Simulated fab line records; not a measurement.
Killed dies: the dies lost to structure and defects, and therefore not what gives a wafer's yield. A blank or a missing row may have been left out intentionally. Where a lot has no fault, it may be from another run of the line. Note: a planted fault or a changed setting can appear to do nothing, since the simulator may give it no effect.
8D (eight disciplines) problem report, filled in by code    flow gf180mcu    the parts of the form that need people (team, actions taken, sign-off) are left out

== 1. THE PROBLEM ==
At GF_SALICIDE_SPUTTER_02, chamber-pressure-pa averages 0.4123 Pa over 2 wafers from 2 lots, while fault-free wafers read 0.4000 Pa, standard deviation 0.00075. That puts it +16 standard deviations away from the usual mean.
The step: material Co, target thk 10 nm, time 20 s.
First seen on wafer L311.4, day 18 07:34, on pvd-sputter-02. The record holds 39 wafers of 13 lots with a number at this step. Rule for "out", or "out of limits": more than 4 standard deviations from the usual mean. The rest of the wafers with a number are treated as sound.

== 2. WHAT THIS IS AND IS NOT ==
question                     is                   is not
which readings at this step  chamber-pressure-pa  throttle-valve-pct
which lots                   L311, L313           L302, L303, L304, L305, L314, L317, L318, L319, L320, L322, L325
which wafers of those lots   L311.4, L313.1       L311.2, L311.3, L313.2, L313.5
read on which tools          pvd-sputter-02       pvd-sputter-03, pvd-sputter-04
when                         from day 18 07:34    up to then (14 sound wafers); but 23 sound wafers of L313, L314, L317, L318, L319, L320, L322, L325 came after

== 3. THE SUSPECTS, EACH WITH WHAT RULES IT OUT ==
Counting: any tool at a process step up to the reading remains a suspect provided it ran every lot that is out. Sound lots after the first of them don't rule it out here, since some wafers of a struck lot are sound.
- pvd-sputter-02 at GF_SALICIDE_SPUTTER_02 (material Co, target thk 10 nm, time 20 s): kept. Ran every lot that is out, first one L311 (day 18 07:34); last sound lot up to then L302 (day 14 19:17). On those wafers its own readings are out: chamber-pressure-pa.
The count leaves pvd-sputter-02 at GF_SALICIDE_SPUTTER_02.

== 4. THE CAUSE (what the simulator had put in) ==
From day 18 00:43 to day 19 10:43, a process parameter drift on pvd-sputter-02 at GF_SALICIDE_SPUTTER_02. The setting chamber-pressure-pa was moved by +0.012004, starting from 0.4. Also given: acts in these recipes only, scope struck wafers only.
Only this tool survived the counting.

== 5. THE EFFECT CHAIN, in route order ==
One row per reading whose mean, taken over the struck wafers that have a number, lies over 3 standard deviations from the usual. Scope: only readings with a usual standard deviation given in the record; hours: median across lots of the time from each lot's start at the first step in this table that gives one to its start at this step; sigmas: change in usual standard deviations.
hours  step                    reading              usual      on struck wafers  change   sigmas
0      GF_SALICIDE_SPUTTER_02  chamber-pressure-pa  0.4000 Pa  0.4123            +0.0123  +16
Process steps it contains:
- GF_SALICIDE_SPUTTER_02: material Co, target thk 10 nm, time 20 s.
At these later measuring or inspecting steps, every struck wafer for which the step has a row has a number for every such reading, and none has moved that far: GF_M2_THK_MEAS_06.

== 6. HOW IT WOULD HAVE BEEN CAUGHT EARLIER ==
The fault began at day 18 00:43; the first out-of-limits reading in this record came at day 18 07:34, 7 hours later.
